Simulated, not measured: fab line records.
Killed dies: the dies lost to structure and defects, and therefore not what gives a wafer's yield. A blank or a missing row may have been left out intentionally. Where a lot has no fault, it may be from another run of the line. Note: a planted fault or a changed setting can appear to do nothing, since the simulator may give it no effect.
What tool caused it? || flow gf180mcu || Sampling: 11 lots, 33 wafers, 4 of 602 route steps

== WHAT THE GAUGES READ, wafer by wafer ==
GF_V3_THK_MEAS_03.
{"lot": "L158", "measured": "day 21 14:26", "on": "film_metro-01", "V3_CVD_02_THK (nm)": "854 845 869"}
{"lot": "L159", "measured": "day 21 15:53", "on": "film_metro-03", "V3_CVD_02_THK (nm)": "840 841 864"}
{"lot": "L161", "measured": "day 22 10:13", "on": "film_metro-01", "V3_CVD_02_THK (nm)": "850 865 860"}
{"lot": "L163", "measured": "day 23 19:15", "on": "film_metro-01", "V3_CVD_02_THK (nm)": "856 856 864"}
{"lot": "L169", "measured": "day 25 15:50", "on": "film_metro-02", "V3_CVD_02_THK (nm)": "852 763 776"}
{"lot": "L173", "measured": "day 26 21:58", "on": "film_metro-01", "V3_CVD_02_THK (nm)": "847 863 859"}
{"lot": "L174", "measured": "day 27 08:23", "on": "film_metro-01", "V3_CVD_02_THK (nm)": "843 855 868"}
{"lot": "L176", "measured": "day 27 20:27", "on": "film_metro-03", "V3_CVD_02_THK (nm)": "855 873 855"}
{"lot": "L178", "measured": "day 28 01:20", "on": "film_metro-03", "V3_CVD_02_THK (nm)": "841 866 857"}
{"lot": "L180", "measured": "day 28 21:01", "on": "film_metro-01", "V3_CVD_02_THK (nm)": "846 875 870"}
{"lot": "L181", "measured": "day 29 00:44", "on": "film_metro-02", "V3_CVD_02_THK (nm)": "853 858 857"}

== WHAT TOOL EACH LOT RAN ON (gives the tool, then ch and the chambers of the sampled wafers, and finally the start) ==
{"lot": "L158", "GF_V2_SPUTTER_22": "pvd_sputter-04, day 20 10:26", "GF_M3_SPUTTER_00": "pvd_sputter-02, day 20 11:04", "GF_V3_CVD_02": "pecvd-03 ch 0,1, day 21 14:22"}
{"lot": "L159", "GF_V2_SPUTTER_22": "pvd_sputter-04, day 20 13:45", "GF_M3_SPUTTER_00": "pvd_sputter-03, day 20 14:23", "GF_V3_CVD_02": "pecvd-01 ch 1,2, day 21 15:49"}
{"lot": "L161", "GF_V2_SPUTTER_22": "pvd_sputter-04, day 21 08:54", "GF_M3_SPUTTER_00": "pvd_sputter-03, day 21 09:32", "GF_V3_CVD_02": "pecvd-04 ch 0,1, day 22 10:08"}
{"lot": "L163", "GF_V2_SPUTTER_22": "pvd_sputter-04, day 22 18:39", "GF_M3_SPUTTER_00": "pvd_sputter-01, day 22 19:22", "GF_V3_CVD_02": "pecvd-03 ch 0,2, day 23 19:10"}
{"lot": "L169", "GF_V2_SPUTTER_22": "pvd_sputter-01, day 24 16:43", "GF_M3_SPUTTER_00": "pvd_sputter-01, day 24 17:22", "GF_V3_CVD_02": "pecvd-01 ch 0,2, day 25 15:46"}
{"lot": "L173", "GF_V2_SPUTTER_22": "pvd_sputter-04, day 25 23:14", "GF_M3_SPUTTER_00": "pvd_sputter-02, day 25 23:52", "GF_V3_CVD_02": "pecvd-04 ch 0,2, day 26 21:54"}
{"lot": "L174", "GF_V2_SPUTTER_22": "pvd_sputter-02, day 26 10:42", "GF_M3_SPUTTER_00": "pvd_sputter-02, day 26 11:20", "GF_V3_CVD_02": "pecvd-04 ch 1,2, day 27 08:17"}
{"lot": "L176", "GF_V2_SPUTTER_22": "pvd_sputter-04, day 26 20:28", "GF_M3_SPUTTER_00": "pvd_sputter-01, day 26 21:07", "GF_V3_CVD_02": "pecvd-04 ch 0,1, day 27 20:19"}
{"lot": "L178", "GF_V2_SPUTTER_22": "pvd_sputter-02, day 27 04:12", "GF_M3_SPUTTER_00": "pvd_sputter-01, day 27 04:51", "GF_V3_CVD_02": "pecvd-03 ch 0,1, day 28 01:16"}
{"lot": "L180", "GF_V2_SPUTTER_22": "pvd_sputter-01, day 28 00:05", "GF_M3_SPUTTER_00": "pvd_sputter-03, day 28 00:43", "GF_V3_CVD_02": "pecvd-04 ch 0,1,2, day 28 20:57"}
{"lot": "L181", "GF_V2_SPUTTER_22": "pvd_sputter-04, day 28 03:15", "GF_M3_SPUTTER_00": "pvd_sputter-01, day 28 03:53", "GF_V3_CVD_02": "pecvd-03 ch 0,1, day 29 00:40"}
- GF_V2_SPUTTER_22: material TiN, target thk 10 nm, time 40 s.
- GF_M3_SPUTTER_00: material Ti, target thk 37.5 nm, time 150 s.
- GF_V3_CVD_02: deposits SiO2 from TEOS, target thk 850 nm, time 94.851 s.

== THE ANSWER, worked out from the rows above alone ==
Rule: what is usual is taken from the lots themselves. The widest of any qualifying gaps counts: lots, ordered by their means at a reading, are off when they make up no more than a third of the lots, leave a main group of 4 or more, and stand apart from it by 3 or more times the standard deviation of that group's means. Not used: any main group whose means are identical at the precision the tables above print for the reading. A lot without any number at a reading at which 4 lots or more have one is off too. Any other lot the step has rows for is counted as sound.
Off: L169, seen at GF_V3_THK_MEAS_03 (V3_CVD_02_THK). For the main group the mean is 857 nm and the standard deviation 3.9.
If a tool, at a process step before that reading, ran all the lots that are off and no sound lot after the first of them, it fits. Gauges at GF_V3_THK_MEAS_03: tried the same way as those tools. One fits: GF_V3_CVD_02 on pecvd-01. A fault onset in the window from L159 (day 21 15:49, its last sound lot) to L169 (day 25 15:46, its first lot off) fits.

== WHAT WAS PUT IN BY THE SIMULATOR ==
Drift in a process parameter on pecvd-01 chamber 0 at GF_V3_CVD_02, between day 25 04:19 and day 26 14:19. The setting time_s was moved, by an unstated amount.
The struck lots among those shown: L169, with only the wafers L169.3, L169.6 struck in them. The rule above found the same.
